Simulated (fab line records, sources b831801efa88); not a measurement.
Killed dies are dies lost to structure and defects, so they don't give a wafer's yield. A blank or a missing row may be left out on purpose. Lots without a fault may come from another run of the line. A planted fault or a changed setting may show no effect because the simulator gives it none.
fab line records | flow sky130
record lots=5 wafers=15 last_day=50
route steps=708 shown DNWELL@44 PWDE@45 NWELL@56 VT_ADJUST_HVTP@85
lots that met no fault: from a run of the same line without faults
start_h: hours from the record's first day to the start of the lot's first wafer shown | wait_h: hours since the lot's step before | " the same as in the row above | L1.1+2: a row that stands for several wafers | - no value, or no start given | * or withheld: withheld | < > ~ a bound
route shown NAME@n: a module of which the file shows steps, and the number in the route of the first | usual: mean/standard deviation of fault-free wafers | same: alike in all rows | chamber/n: place in a boat | sites: the reading at each site | _std_site: their standard deviation | _edge_site: outer sites' mean less inner sites' | radius_mm: how far each site lies from the wafer's centre | mask NAME#n: copy n | behind: the tool/chamber that last shaped the wafer | hold: why the lot was held/for how many hours/how that ended | device: the transistor (n, p or np) that didn't switch | end of line: the same wafers' tests at the end of the route | a step without rows: its recipe alone | killed: dies lost to structure and defects at the first sort, not the wafer's yield | map: a wafer's dies, x killed, . not, _ none there
set.NAME: the setting as run; set.NAME@STEP: as run at that earlier step | model.NAME: the simulator's own value behind a step, which no gauge read
lots at some steps of the route; a table a step, a row a wafer
services: from which hour (start_h, from the record's first day; less than 0 if before it) a tool's chamber was out of use, for how many hours, and why
## steps
# step SKY_DNWELL_TW_MEAS_09
# usual DNWELL_TW=1122/16
# columns lot.wafer tool chamber start_h wait_h DNWELL_TW
L077.2 film_metro-01 - 69.76 0.1 1102
L077.4 " - " " 1101
L077.6 " - " " 1104
L080.3 film_metro-01 - 85.35 0.1 1091
L080.5 " - " " 1090
L080.6 " - " " 1089
L081.1 film_metro-04 - 87.36 0.1 1132
L081.2 " - " " 1135
L081.3 " - " " 1139
L092.1 film_metro-03 - 149.00 0.1 1118
L092.4 " - " " 1120
L092.6 " - " " 1114
L096.1 film_metro-04 - 174.75 0.1 1125
L096.3 " - " " 1125
L096.6 " - " " 1125
# step SKY_PWDE_DEHYDRATE_00
# recipe temp_c=200 time_s=60
# columns lot.wafer tool chamber start_h wait_h
L077.2+4+6 litho_track-01 0 77.27 7.5
L080.3+5+6 litho_track-04 0 93.80 8.4
L081.1+2+3 litho_track-04 0 95.00 7.6
L092.1+4+6 litho_track-04 0 156.60 7.6
L096.1+3+6 litho_track-01 0 183.95 9.2
# step SKY_PWDE_HMDS_01
# recipe prime_time_s=60 prime_temp_c=120
# columns lot.wafer tool chamber start_h wait_h
L077.2+4+6 litho_track-01 0 77.42 0.1
L080.3+5+6 litho_track-04 0 93.95 0.1
L081.1+2+3 litho_track-04 0 95.15 0.1
L092.1+4+6 litho_track-04 0 156.75 0.1
L096.1+3+6 litho_track-01 0 184.10 0.1
# step SKY_PWDE_COAT_02
# recipe spin_rpm=2000 resist_thk_nm=3000
# columns lot.wafer tool chamber start_h wait_h
L077.2+4+6 litho_track-01 0 77.57 0.1
L080.3+5+6 litho_track-04 0 94.10 0.1
L081.1+2+3 litho_track-04 0 95.30 0.1
L092.1+4+6 litho_track-04 0 156.90 0.1
L096.1+3+6 litho_track-01 0 184.25 0.1
# step SKY_PWDE_SOFTBAKE_03
# recipe temp_c=110 time_s=withheld
# columns lot.wafer tool chamber start_h wait_h
L077.2+4+6 litho_track-01 0 77.73 0.1
L080.3+5+6 litho_track-04 0 94.27 0.1
L081.1+2+3 litho_track-04 0 95.45 0.1
L092.1+4+6 litho_track-04 0 157.05 0.1
L096.1+3+6 litho_track-01 0 184.40 0.1
# step SKY_PWDE_EXPOSE_04
# recipe mask_id=PWDEM na=0.6 source_shape=conventional sigma_outer=0.6 polarization=unpolarized target_cd_nm=840 dose_mj=214
# usual stage_vel_mm_s=499.97/0.27
# columns lot.wafer tool chamber start_h wait_h mask stage_vel_mm_s
L077.2 iline_stepper-01 0 - - PWDEM#0 499.95
L077.4 " 0 " " PWDEM#0 500.03
L077.6 " 0 " " PWDEM#0 499.73
L080.3 iline_stepper-01 0 - - PWDEM#0 499.45
L080.5 " 0 " " PWDEM#0 499.97
L080.6 " 0 " " PWDEM#0 499.89
L081.1 iline_stepper-01 0 - - PWDEM#0 500.17
L081.2 " 0 " " PWDEM#0 499.86
L081.3 " 0 " " PWDEM#0 500.02
L092.1 iline_stepper-02 0 - - PWDEM#0 499.51
L092.4 " 0 " " PWDEM#0 499.84
L092.6 " 0 " " PWDEM#0 499.69
L096.1 iline_stepper-02 0 - - PWDEM#0 500.00
L096.3 " 0 " " PWDEM#0 499.90
L096.6 " 0 " " PWDEM#0 499.79
# step SKY_PWDE_PEB_05
# recipe temp_c=115 time_s=withheld
# columns lot.wafer tool chamber start_h wait_h
L077.2+4+6 litho_track-01 0 - -
L080.3+5+6 litho_track-01 0 - -
L081.1+2+3 litho_track-04 0 - -
L092.1+4+6 litho_track-04 0 - -
L096.1+3+6 litho_track-01 0 - -
# step SKY_PWDE_DEVELOP_06
# recipe wall_angle_deg=90 developer=TMAH develop_time_s=60 dev_temp_c=23
# columns lot.wafer tool chamber start_h wait_h
L077.2+4+6 litho_track-01 0 - -
L080.3+5+6 litho_track-01 0 - -
L081.1+2+3 litho_track-04 0 - -
L092.1+4+6 litho_track-04 0 - -
L096.1+3+6 litho_track-01 0 - -
# step SKY_PWDE_OVL_MEAS_07
# usual PWDE_OVL=-0.6/1.2
# columns lot.wafer tool chamber start_h wait_h PWDE_OVL[nm]
L077.2 overlay-02 - 86.11 - -1.7
L077.4 " - " " -0.2
L077.6 " - " " -0.7
L080.3 overlay-02 - 102.51 - 0.1
L080.5 " - " " -0.6
L080.6 " - " " 0.5
L081.1 overlay-02 - 104.65 - -0.3
L081.2 " - " " -1.7
L081.3 " - " " -2.1
L092.1 overlay-01 - 167.85 - 0.7
L092.4 " - " " 1.1
L092.6 " - " " 1.2
L096.1 overlay-01 - 194.65 - -1.1
L096.3 " - " " -2.2
L096.6 " - " " -2.7
# step SKY_PWDE_IMPLANT_08
# recipe species=B energy_kev=150 dose_cm2=3.6e+12 tilt_deg=withheld
# usual faraday_current_uA=20.3/0.38
# columns lot.wafer tool chamber start_h wait_h faraday_current_uA
L077.2 implanter-03 0 86.16 0.0 20.1
L077.4 " 0 " " 19.8
L077.6 " 0 " " 19.8
L080.3 implanter-03 0 102.59 0.1 20.7
L080.5 " 0 " " 21.1
L080.6 " 0 " " 20.1
L081.1 implanter-03 0 104.69 0.0 20.6
L081.2 " 0 " " 20.4
L081.3 " 0 " " 20.5
L092.1 implanter-01 0 167.89 0.0 20.1
L092.4 " 0 " " 20.5
L092.6 " 0 " " 20.2
L096.1 implanter-01 0 194.69 0.0 20.2
L096.3 " 0 " " 19.9
L096.6 " 0 " " 20.4
# step SKY_PWDE_STRIP_09
# recipe chemistry=O2/N2 power_w=1400 pressure_mtorr=1500 platen_temp_c=withheld o2_flow_sccm=3000 n2_flow_sccm=300 overash_fraction=0.5
# usual drypump_motor_current_A=5.31/0.28 oes_product_au=0.723/0.0043 strip_time_to_endpoint_s=36.95/0.11
# columns lot.wafer tool chamber start_h wait_h drypump_motor_current_A oes_product_au rf_hours_counter_h strip_time_to_endpoint_s
L077.2 plasma_asher-03 0 86.29 0.1 5.67 0.727 39 37.10
L077.4 " 1 " " 5.18 0.722 - 37.13
L077.6 " 1 " " 5.16 0.731 - 37.07
L080.3 plasma_asher-02 0 102.72 0.1 5.42 0.716 - 36.92
L080.5 " 0 " " 5.42 0.722 - 36.88
L080.6 " 1 " " 5.20 0.723 - 36.91
L081.1 plasma_asher-01 1 104.84 0.1 4.91 0.714 29 36.88
L081.2 " 0 " " 5.55 0.726 29 36.87
L081.3 " 1 " " 4.91 0.728 - 36.85
L092.1 plasma_asher-02 1 168.04 0.1 5.24 0.716 5 36.85
L092.4 " 0 " " 5.40 0.728 - 36.85
L092.6 " 0 " " 5.41 0.719 - 36.80
L096.1 plasma_asher-01 0 194.84 0.1 5.56 0.720 38 37.13
L096.3 " 1 " " 4.92 0.723 - 36.99
L096.6 " 0 " " 5.56 0.721 - 37.02
# step SKY_PWDE_TW_MEAS_10
# usual PWDE_TW=374/5.9
# columns lot.wafer tool chamber start_h wait_h PWDE_TW
L077.2 film_metro-03 - 86.40 0.1 382
L077.4 " - " " 382
L077.6 " - " " 379
L080.3 film_metro-04 - 102.81 0.1 381
L080.5 " - " " 381
L080.6 " - " " 381
L081.1 film_metro-04 - 104.94 0.1 382
L081.2 " - " " 381
L081.3 " - " " 382
L092.1 film_metro-01 - 168.14 0.1 365
L092.4 " - " " 365
L092.6 " - " " 366
L096.1 film_metro-04 - 194.94 0.1 379
L096.3 " - " " 376
L096.6 " - " " 377
# step SKY_NWELL_DEHYDRATE_03
# recipe temp_c=200 time_s=60
# columns lot.wafer tool chamber start_h wait_h
L077.2+4+6 litho_track-02 0 94.35 7.9
L080.3+5+6 litho_track-02 0 111.03 8.2
L081.1+2+3 litho_track-01 0 113.45 8.5
L092.1+4+6 litho_track-01 0 177.85 9.7
L096.1+3+6 litho_track-01 0 204.75 9.8
# step SKY_NWELL_HMDS_04
# recipe prime_time_s=60 prime_temp_c=120
# columns lot.wafer tool chamber start_h wait_h
L077.2+4+6 litho_track-02 0 94.50 0.1
L080.3+5+6 litho_track-02 0 111.18 0.1
L081.1+2+3 litho_track-01 0 113.60 0.1
L092.1+4+6 litho_track-01 0 178.00 0.1
L096.1+3+6 litho_track-01 0 204.90 0.1
# step SKY_NWELL_COAT_05
# recipe spin_rpm=2000 resist_thk_nm=3000
# columns lot.wafer tool chamber start_h wait_h
L077.2+4+6 litho_track-02 0 94.65 0.1
L080.3+5+6 litho_track-02 0 111.33 0.1
L081.1+2+3 litho_track-01 0 113.75 0.1
L092.1+4+6 litho_track-01 0 178.15 0.1
L096.1+3+6 litho_track-01 0 205.05 0.1
# step SKY_NWELL_SOFTBAKE_06
# recipe temp_c=110 time_s=withheld
# columns lot.wafer tool chamber start_h wait_h
L077.2+4+6 litho_track-02 0 94.81 0.1
L080.3+5+6 litho_track-02 0 111.50 0.1
L081.1+2+3 litho_track-01 0 113.90 0.1
L092.1+4+6 litho_track-01 0 178.30 0.1
L096.1+3+6 litho_track-01 0 205.20 0.1
# step SKY_NWELL_EXPOSE_07
# recipe mask_id=NWM na=0.6 source_shape=conventional sigma_outer=0.6 polarization=unpolarized target_cd_nm=840 dose_mj=255
# usual stage_vel_mm_s=499.96/0.26
# columns lot.wafer tool chamber start_h wait_h mask stage_vel_mm_s
L077.2 iline_stepper-01 0 - - NWM#0 499.58
L077.4 " 0 " " NWM#0 499.79
L077.6 " 0 " " NWM#0 499.82
L080.3 iline_stepper-01 0 - - NWM#0 500.06
L080.5 " 0 " " NWM#0 499.77
L080.6 " 0 " " NWM#0 499.79
L081.1 iline_stepper-02 0 - - NWM#0 499.68
L081.2 " 0 " " NWM#0 499.70
L081.3 " 0 " " NWM#0 499.91
L092.1 iline_stepper-02 0 - - NWM#0 500.16
L092.4 " 0 " " NWM#0 499.69
L092.6 " 0 " " NWM#0 499.94
L096.1 iline_stepper-02 0 - - NWM#0 499.83
L096.3 " 0 " " NWM#0 499.61
L096.6 " 0 " " NWM#0 499.98
# step SKY_NWELL_PEB_08
# recipe temp_c=115 time_s=withheld
# columns lot.wafer tool chamber start_h wait_h
L077.2+4+6 litho_track-02 0 - -
L080.3+5+6 litho_track-04 0 - -
L081.1+2+3 litho_track-04 0 - -
L092.1+4+6 litho_track-01 0 - -
L096.1+3+6 litho_track-01 0 - -
# step SKY_NWELL_DEVELOP_09
# recipe wall_angle_deg=90 developer=TMAH develop_time_s=60 dev_temp_c=23
# columns lot.wafer tool chamber start_h wait_h
L077.2+4+6 litho_track-02 0 - -
L080.3+5+6 litho_track-04 0 - -
L081.1+2+3 litho_track-04 0 - -
L092.1+4+6 litho_track-01 0 - -
L096.1+3+6 litho_track-01 0 - -
# step SKY_NWELL_OVL_MEAS_10
# usual NWELL_00_OVL=-0.4/1.3
# columns lot.wafer tool chamber start_h wait_h NWELL_00_OVL[nm]
L077.2 overlay-02 - 103.78 - -0.4
L077.4 " - " " -1.0
L077.6 " - " " 0.9
L080.3 overlay-01 - 121.06 - 0.3
L080.5 " - " " -1.2
L080.6 " - " " 0.9
L081.1 overlay-02 - 123.00 - -2.6
L081.2 " - " " -2.4
L081.3 " - " " -3.7
L092.1 overlay-01 - 188.40 - -2.0
L092.4 " - " " -1.2
L092.6 " - " " -1.2
L096.1 overlay-02 - 217.15 - -1.4
L096.3 " - " " -0.9
L096.6 " - " " -1.2
# step SKY_NWELL_IMPLANT_11
# recipe species=P energy_kev=400 dose_cm2=1.9e+13 tilt_deg=withheld
# usual faraday_current_uA=106.9/2.3
# columns lot.wafer tool chamber start_h wait_h faraday_current_uA
L077.2 implanter-02 0 103.84 0.0 110.3
L077.4 " 0 " " 105.8
L077.6 " 0 " " 108.0
L080.3 implanter-01 0 121.14 0.1 106.3
L080.5 " 0 " " 108.3
L080.6 " 0 " " 109.9
L081.1 implanter-02 0 123.04 0.0 104.3
L081.2 " 0 " " 106.7
L081.3 " 0 " " 107.5
L092.1 implanter-01 0 188.44 0.0 106.4
L092.4 " 0 " " 110.3
L092.6 " 0 " " 107.2
L096.1 implanter-01 0 217.19 0.0 109.7
L096.3 " 0 " " 108.9
L096.6 " 0 " " 105.5
# step SKY_NWELL_IMPLANT_12
# recipe species=P energy_kev=120 dose_cm2=1.3e+12 tilt_deg=withheld
# usual faraday_current_uA=7.31/0.14
# columns lot.wafer tool chamber start_h wait_h faraday_current_uA
L077.2 implanter-02 0 103.99 0.1 7.41
L077.4 " 0 " " 7.19
L077.6 " 0 " " 7.31
L080.3 implanter-01 0 121.29 0.1 7.17
L080.5 " 0 " " 7.43
L080.6 " 0 " " 7.41
L081.1 implanter-02 0 123.19 0.1 7.30
L081.2 " 0 " " 7.19
L081.3 " 0 " " 7.09
L092.1 implanter-01 0 188.59 0.1 7.16
L092.4 " 0 " " 7.53
L092.6 " 0 " " 7.41
L096.1 implanter-01 0 217.34 0.1 7.11
L096.3 " 0 " " 7.34
L096.6 " 0 " " 7.28
# step SKY_NWELL_IMPLANT_13
# recipe species=P energy_kev=50 dose_cm2=7e+11 tilt_deg=withheld
# usual faraday_current_uA=3.95/0.078
# columns lot.wafer tool chamber start_h wait_h faraday_current_uA
L077.2 implanter-02 0 104.14 0.1 3.88
L077.4 " 0 " " 3.96
L077.6 " 0 " " 4.04
L080.3 implanter-01 0 121.44 0.1 3.94
L080.5 " 0 " " 3.94
L080.6 " 0 " " 3.93
L081.1 implanter-02 0 123.34 0.1 3.95
L081.2 " 0 " " 4.01
L081.3 " 0 " " 4.00
L092.1 implanter-01 0 188.74 0.1 3.90
L092.4 " 0 " " 3.98
L092.6 " 0 " " 4.05
L096.1 implanter-01 0 217.49 0.1 3.89
L096.3 " 0 " " 3.95
L096.6 " 0 " " 3.93
# step SKY_NWELL_STRIP_14
# recipe chemistry=O2/N2 power_w=1400 pressure_mtorr=1500 platen_temp_c=withheld o2_flow_sccm=3000 n2_flow_sccm=300 overash_fraction=0.5
# usual drypump_motor_current_A=5.7/0.34 oes_product_au=0.722/0.0044 strip_time_to_endpoint_s=36.95/0.1
# columns lot.wafer tool chamber start_h wait_h drypump_motor_current_A oes_product_au rf_hours_counter_h strip_time_to_endpoint_s
L077.2 plasma_asher-03 1 104.26 0.1 5.2 0.721 41 36.84
L077.4 " 0 " " 5.7 0.717 - 36.85
L077.6 " 0 " " 5.7 0.720 - 36.91
L080.3 plasma_asher-03 0 121.57 0.1 5.7 0.719 - 36.97
L080.5 " 0 " " 5.7 0.720 - 36.89
L080.6 " 1 " " 5.2 0.715 - 36.91
L081.1 plasma_asher-03 0 123.49 0.1 5.6 0.722 43 36.82
L081.2 " 1 " " 5.2 0.730 43 36.81
L081.3 " 1 " " 5.2 0.727 - 36.90
L092.1 plasma_asher-04 0 188.89 0.1 5.8 0.714 51 37.08
L092.4 " 1 " " 6.1 0.724 - 37.10
L092.6 " 0 " " 5.8 0.730 - 37.01
L096.1 plasma_asher-04 0 217.64 0.1 5.8 0.725 54 36.96
L096.3 " 0 " " 5.8 0.720 - 36.90
L096.6 " 1 " " 6.1 0.720 - 36.89
# step SKY_NWELL_TW_MEAS_15
# usual NWELL_TW=1808/28
# columns lot.wafer tool chamber start_h wait_h NWELL_TW
L077.2 film_metro-01 - 104.37 0.1 1798
L077.4 " - " " 1787
L077.6 " - " " 1775
L080.3 film_metro-01 - 121.66 0.1 1780
L080.5 " - " " 1783
L080.6 " - " " 1786
L081.1 film_metro-03 - 123.59 0.1 1836
L081.2 " - " " 1829
L081.3 " - " " 1841
L092.1 film_metro-01 - 188.99 0.1 1785
L092.4 " - " " 1791
L092.6 " - " " 1792
L096.1 film_metro-01 - 217.74 0.1 1779
L096.3 " - " " 1785
L096.6 " - " " 1786
# step SKY_NWELL_DEHYDRATE_16
# recipe temp_c=200 time_s=60
# columns lot.wafer tool chamber start_h wait_h
L077.2+4+6 litho_track-04 0 113.03 8.6
L080.3+5+6 litho_track-04 0 129.90 8.2
L081.1+2+3 litho_track-04 0 131.95 8.4
L092.1+4+6 litho_track-04 0 199.50 10.5
L096.1+3+6 litho_track-02 0 227.83 10.1
# step SKY_NWELL_HMDS_17
# recipe prime_time_s=57.11 prime_temp_c=120
# columns lot.wafer tool chamber start_h wait_h
L077.2+4+6 litho_track-04 0 113.18 0.1
L080.3+5+6 litho_track-04 0 130.05 0.1
L081.1+2+3 litho_track-04 0 132.10 0.1
L092.1+4+6 litho_track-04 0 199.65 0.1
L096.1+3+6 litho_track-02 0 227.98 0.1
# step SKY_NWELL_COAT_18
# recipe spin_rpm=2000 resist_thk_nm=3000
# columns lot.wafer tool chamber start_h wait_h
L077.2+4+6 litho_track-04 0 113.33 0.1
L080.3+5+6 litho_track-04 0 130.20 0.1
L081.1+2+3 litho_track-04 0 132.25 0.1
L092.1+4+6 litho_track-04 0 199.80 0.1
L096.1+3+6 litho_track-02 0 228.13 0.1
# step SKY_NWELL_SOFTBAKE_19
# recipe temp_c=110 time_s=withheld
# columns lot.wafer tool chamber start_h wait_h
L077.2+4+6 litho_track-04 0 113.49 0.1
L080.3+5+6 litho_track-04 0 130.37 0.1
L081.1+2+3 litho_track-04 0 132.40 0.1
L092.1+4+6 litho_track-04 0 199.95 0.1
L096.1+3+6 litho_track-02 0 228.28 0.1
# step SKY_NWELL_EXPOSE_20
# recipe mask_id=NWM_COMPLEMENT na=0.6 source_shape=conventional sigma_outer=0.6 polarization=unpolarized target_cd_nm=840 dose_mj=260
# usual stage_vel_mm_s=500.00/0.23
# columns lot.wafer tool chamber start_h wait_h mask stage_vel_mm_s
L077.2 iline_stepper-01 0 - - NWM_COMPLEMENT#0 499.71
L077.4 " 0 " " NWM_COMPLEMENT#0 499.76
L077.6 " 0 " " NWM_COMPLEMENT#0 499.86
L080.3 iline_stepper-02 0 - - NWM_COMPLEMENT#0 499.94
L080.5 " 0 " " NWM_COMPLEMENT#0 500.01
L080.6 " 0 " " NWM_COMPLEMENT#0 499.83
L081.1 iline_stepper-01 0 - - NWM_COMPLEMENT#0 499.75
L081.2 " 0 " " NWM_COMPLEMENT#0 500.16
L081.3 " 0 " " NWM_COMPLEMENT#0 499.81
L092.1 iline_stepper-01 0 - - NWM_COMPLEMENT#0 500.00
L092.4 " 0 " " NWM_COMPLEMENT#0 500.08
L092.6 " 0 " " NWM_COMPLEMENT#0 499.80
L096.1 iline_stepper-01 0 - - NWM_COMPLEMENT#0 500.21
L096.3 " 0 " " NWM_COMPLEMENT#0 500.27
L096.6 " 0 " " NWM_COMPLEMENT#0 500.13
# step SKY_NWELL_PEB_21
# recipe temp_c=115 time_s=withheld
# columns lot.wafer tool chamber start_h wait_h
L077.2+4+6 litho_track-02 0 - -
L080.3+5+6 litho_track-02 0 - -
L081.1+2+3 litho_track-02 0 - -
L092.1+4+6 litho_track-04 0 - -
L096.1+3+6 litho_track-01 0 - -
# step SKY_NWELL_DEVELOP_22
# recipe wall_angle_deg=90 developer=TMAH develop_time_s=60 dev_temp_c=23
# columns lot.wafer tool chamber start_h wait_h
L077.2+4+6 litho_track-02 0 - -
L080.3+5+6 litho_track-02 0 - -
L081.1+2+3 litho_track-02 0 - -
L092.1+4+6 litho_track-04 0 - -
L096.1+3+6 litho_track-01 0 - -
# step SKY_NWELL_OVL_MEAS_23
# usual NWELL_01_OVL=-0.4/1.3
# columns lot.wafer tool chamber start_h wait_h NWELL_01_OVL[nm]
L077.2 overlay-01 - 122.33 - -1.5
L077.4 " - " " -1.0
L077.6 " - " " -2.1
L080.3 overlay-02 - 139.34 - -0.5
L080.5 " - " " -1.9
L080.6 " - " " -1.6
L081.1 overlay-02 - 141.63 - -0.9
L081.2 " - " " -2.6
L081.3 " - " " -1.4
L092.1 overlay-01 - 210.75 - 1.2
L092.4 " - " " -0.1
L092.6 " - " " 0.9
L096.1 overlay-01 - 240.00 - -0.3
L096.3 " - " " 0.1
L096.6 " - " " 1.0
# step SKY_NWELL_IMPLANT_24
# recipe species=B energy_kev=140 dose_cm2=9.2e+12 tilt_deg=withheld
# usual faraday_current_uA=51.9/0.96
# columns lot.wafer tool chamber start_h wait_h faraday_current_uA
L077.2 implanter-01 0 122.39 0.0 51.6
L077.4 " 0 " " 52.4
L077.6 " 0 " " 53.8
L080.3 implanter-01 0 139.41 0.1 53.7
L080.5 " 0 " " 50.8
L080.6 " 0 " " 52.9
L081.1 implanter-01 0 141.66 0.0 52.7
L081.2 " 0 " " 51.8
L081.3 " 0 " " 51.0
L092.1 implanter-03 0 210.79 0.0 49.6
L092.4 " 0 " " 51.6
L092.6 " 0 " " 51.4
L096.1 implanter-03 0 240.03 0.0 50.9
L096.3 " 0 " " 53.6
L096.6 " 0 " " 50.1
# step SKY_NWELL_STRIP_25
# recipe chemistry=O2/N2 power_w=1400 pressure_mtorr=1500 platen_temp_c=withheld o2_flow_sccm=3000 n2_flow_sccm=300 overash_fraction=0.5
# usual drypump_motor_current_A=5.5/0.32 oes_product_au=0.722/0.0046 strip_time_to_endpoint_s=36.91/0.083
# columns lot.wafer tool chamber start_h wait_h drypump_motor_current_A oes_product_au rf_hours_counter_h strip_time_to_endpoint_s
L077.2 plasma_asher-02 1 122.51 0.1 5.2 0.721 0 36.87
L077.4 " 1 " " 5.2 0.717 - 36.94
L077.6 " 0 " " 5.4 0.724 - 36.89
L080.3 plasma_asher-02 0 139.55 0.1 5.4 0.715 - 36.74
L080.5 " 0 " " 5.4 0.722 - 36.74
L080.6 " 1 " " 5.2 0.730 - 36.75
L081.1 plasma_asher-04 1 141.81 0.1 6.1 0.730 46 36.93
L081.2 " 0 " " 5.8 0.721 46 36.90
L081.3 " 1 " " 6.1 0.731 - 36.89
L092.1 plasma_asher-03 0 210.94 0.1 5.7 0.721 52 36.85
L092.4 " 0 " " 5.7 0.720 - 36.94
L092.6 " 1 " " 5.2 0.720 - 36.93
L096.1 plasma_asher-03 0 240.18 0.1 5.7 0.722 54 37.08
L096.3 " 1 " " 5.1 0.729 - 37.11
L096.6 " 1 " " 5.1 0.717 - 37.03
# step SKY_NWELL_TW_MEAS_26
# usual NWELL_2_TW=498/7.7
# columns lot.wafer tool chamber start_h wait_h NWELL_2_TW
L077.2 film_metro-04 - 122.62 0.1 507
L077.4 " - " " 508
L077.6 " - " " 503
L080.3 film_metro-03 - 139.63 0.1 498
L080.5 " - " " 503
L080.6 " - " " 504
L081.1 film_metro-04 - 141.91 0.1 507
L081.2 " - " " 504
L081.3 " - " " 506
L092.1 film_metro-04 - 211.04 0.1 501
L092.4 " - " " 498
L092.6 " - " " 501
L096.1 film_metro-04 - 240.28 0.1 502
L096.3 " - " " 504
L096.6 " - " " 504
# step SKY_NWELL_CLEAN_27
# recipe chemistry=SC1/SC2 mix=1:4:20 temp_c=70 time_s=150 dry=n2_spin
# columns lot.wafer tool chamber start_h wait_h
L077.2+4+6 wet_bench-04 2 122.67 0.0
L080.3+5+6 wet_bench-02 0 139.67 0.0
L081.1+2+3 wet_bench-01 1 141.97 0.1
L092.1+4+6 wet_bench-04 0 211.10 0.1
L096.1+3+6 wet_bench-01 1 240.34 0.1
# step SKY_NWELL_RTA_28
# recipe temp_c=1050 time_s=30 idle_temp_c=650 ramp_up_c_per_s=150 ramp_down_c_per_s=90 ambient=N2
# usual lamp_power_pct=25.30/0.049 wafer_temp_C_max=1054.9/0.99
# columns lot.wafer tool chamber start_h wait_h lamp_power_pct wafer_temp_C_max
L077.2 rtp_anneal-01 0 122.74 0.0 25.20 1056.7
L077.4 " 0 " " 25.27 1054.0
L077.6 " 0 " " 25.29 1054.7
L080.3 rtp_anneal-01 0 139.76 0.0 25.25 1054.3
L080.5 " 0 " " 25.25 1056.8
L080.6 " 0 " " 25.35 1055.3
L081.1 rtp_anneal-02 0 142.02 0.0 25.34 1054.5
L081.2 " 0 " " 25.29 1054.2
L081.3 " 0 " " 25.33 1055.5
L092.1 rtp_anneal-01 0 211.15 0.0 25.32 1054.8
L092.4 " 0 " " 25.28 1054.6
L092.6 " 0 " " 25.34 1055.6
L096.1 rtp_anneal-01 0 240.39 0.0 25.40 1056.4
L096.3 " 0 " " 25.22 1055.7
L096.6 " 0 " " 25.28 1054.8
# step SKY_NWELL_RS_MEAS_29
# recipe thk_meas_gauge=four-point-probe
# usual NWELL_RS=624.8/2
# columns lot.wafer tool chamber start_h wait_h NWELL_RS[ohm/sq]
L077.2 film_metro-01 - 122.84 0.1 624.1
L077.4 " - " " 624.4
L077.6 " - " " 622.4
L080.3 film_metro-01 - 139.87 0.1 621.9
L080.5 " - " " 624.2
L080.6 " - " " 626.2
L081.1 film_metro-03 - 142.12 0.1 625.0
L081.2 " - " " 625.7
L081.3 " - " " 626.0
L092.1 film_metro-03 - 211.25 0.1 624.6
L092.4 " - " " 625.6
L092.6 " - " " 624.3
L096.1 film_metro-03 - 240.49 0.1 624.4
L096.3 " - " " 623.9
L096.6 " - " " 623.3
# step SKY_NWELL_RS_MEAS_31
# recipe thk_meas_gauge=four-point-probe
# usual PWDE_RS=5277/19
# columns lot.wafer tool chamber start_h wait_h PWDE_RS[ohm/sq]
L077.2 film_metro-01 - 123.08 0.1 5274
L077.4 " - " " 5276
L077.6 " - " " 5270
L080.3 film_metro-01 - 140.11 0.1 5283
L080.5 " - " " 5265
L080.6 " - " " 5268
L081.1 film_metro-03 - 142.36 0.1 5288
L081.2 " - " " 5281
L081.3 " - " " 5256
L092.1 film_metro-03 - 211.49 0.1 5307
L092.4 " - " " 5306
L092.6 " - " " 5319
L096.1 film_metro-03 - 240.73 0.1 5256
L096.3 " - " " 5248
L096.6 " - " " 5222
# step SKY_VT_ADJUST_HVTP_DEHYDRATE_00
# recipe temp_c=200 time_s=60
# columns lot.wafer tool chamber start_h wait_h
L077.2+4+6 litho_track-02 0 131.40 8.3
L080.3+5+6 litho_track-01 0 147.80 7.7
L081.1+2+3 litho_track-02 0 150.08 7.7
L092.1+4+6 litho_track-03 0 222.25 10.7
L096.1+3+6 litho_track-01 0 251.60 10.8
# step SKY_VT_ADJUST_HVTP_HMDS_01
# recipe prime_time_s=60 prime_temp_c=120
# columns lot.wafer tool chamber start_h wait_h
L077.2+4+6 litho_track-02 0 131.55 0.1
L080.3+5+6 litho_track-01 0 147.95 0.1
L081.1+2+3 litho_track-02 0 150.23 0.1
L092.1+4+6 litho_track-03 0 222.40 0.1
L096.1+3+6 litho_track-01 0 251.75 0.1
# step SKY_VT_ADJUST_HVTP_COAT_02
# recipe resist=NOVOLAK spin_rpm=3000 resist_thk_nm=1140
# columns lot.wafer tool chamber start_h wait_h
L077.2+4+6 litho_track-02 0 131.70 0.1
L080.3+5+6 litho_track-01 0 148.10 0.1
L081.1+2+3 litho_track-02 0 150.38 0.1
L092.1+4+6 litho_track-03 0 222.55 0.1
L096.1+3+6 litho_track-01 0 251.90 0.1
# step SKY_VT_ADJUST_HVTP_SOFTBAKE_03
# recipe temp_c=90 time_s=60 resist=NOVOLAK
# columns lot.wafer tool chamber start_h wait_h
L077.2+4+6 litho_track-02 0 131.85 0.1
L080.3+5+6 litho_track-01 0 148.25 0.1
L081.1+2+3 litho_track-02 0 150.53 0.1
L092.1+4+6 litho_track-03 0 222.70 0.1
L096.1+3+6 litho_track-01 0 252.05 0.1
# step SKY_VT_ADJUST_HVTP_EXPOSE_04
# recipe mask_id=HVTPM na=0.6 source_shape=conventional sigma_outer=0.6 polarization=unpolarized target_cd_nm=380 dose_mj=137
# usual stage_vel_mm_s=499.99/0.22
# columns lot.wafer tool chamber start_h wait_h mask stage_vel_mm_s
L077.2 iline_stepper-01 0 - - HVTPM#0 499.85
L077.4 " 0 " " HVTPM#0 499.81
L077.6 " 0 " " HVTPM#0 499.61
L080.3 iline_stepper-02 0 - - HVTPM#0 499.90
L080.5 " 0 " " HVTPM#0 499.80
L080.6 " 0 " " HVTPM#0 499.99
L081.1 iline_stepper-02 0 - - HVTPM#0 500.19
L081.2 " 0 " " HVTPM#0 500.17
L081.3 " 0 " " HVTPM#0 499.89
L092.1 iline_stepper-01 0 - - HVTPM#0 500.23
L092.4 " 0 " " HVTPM#0 499.96
L092.6 " 0 " " HVTPM#0 499.66
L096.1 iline_stepper-01 0 - - HVTPM#0 499.91
L096.3 " 0 " " HVTPM#0 499.84
L096.6 " 0 " " HVTPM#0 500.19
## services
# columns tool chamber start_h hours kind
plasma_asher-04 - 75.00 0.8 repair
implanter-02 - 94.08 2.8 repair
plasma_asher-04 - 94.31 2.7 repair
implanter-03 - 106.36 25.4 pm
plasma_asher-02 - 108.75 9.0 pm
plasma_asher-02 0 108.75 9.0 vent_cycle
plasma_asher-02 1 108.75 9.0 vent_cycle
plasma_asher-02 0 117.75 - clean
plasma_asher-02 1 117.75 - clean
iline_stepper-02 - 140.79 3.2 repair
implanter-02 - 144.55 4.9 repair
plasma_asher-02 - 148.75 1.9 repair
implanter-02 - 157.28 3.1 repair
wet_bench-02 - 175.28 2.4 repair
plasma_asher-03 - 188.43 1.6 repair
plasma_asher-01 - 188.45 0.8 repair
plasma_asher-04 - 219.17 2.1 repair
implanter-03 - 221.33 2.1 repair
iline_stepper-02 - 221.94 1.7 pm
iline_stepper-01 - 243.98 1.7 pm
plasma_asher-01 - 249.83 2.8 pm
## key
fault none
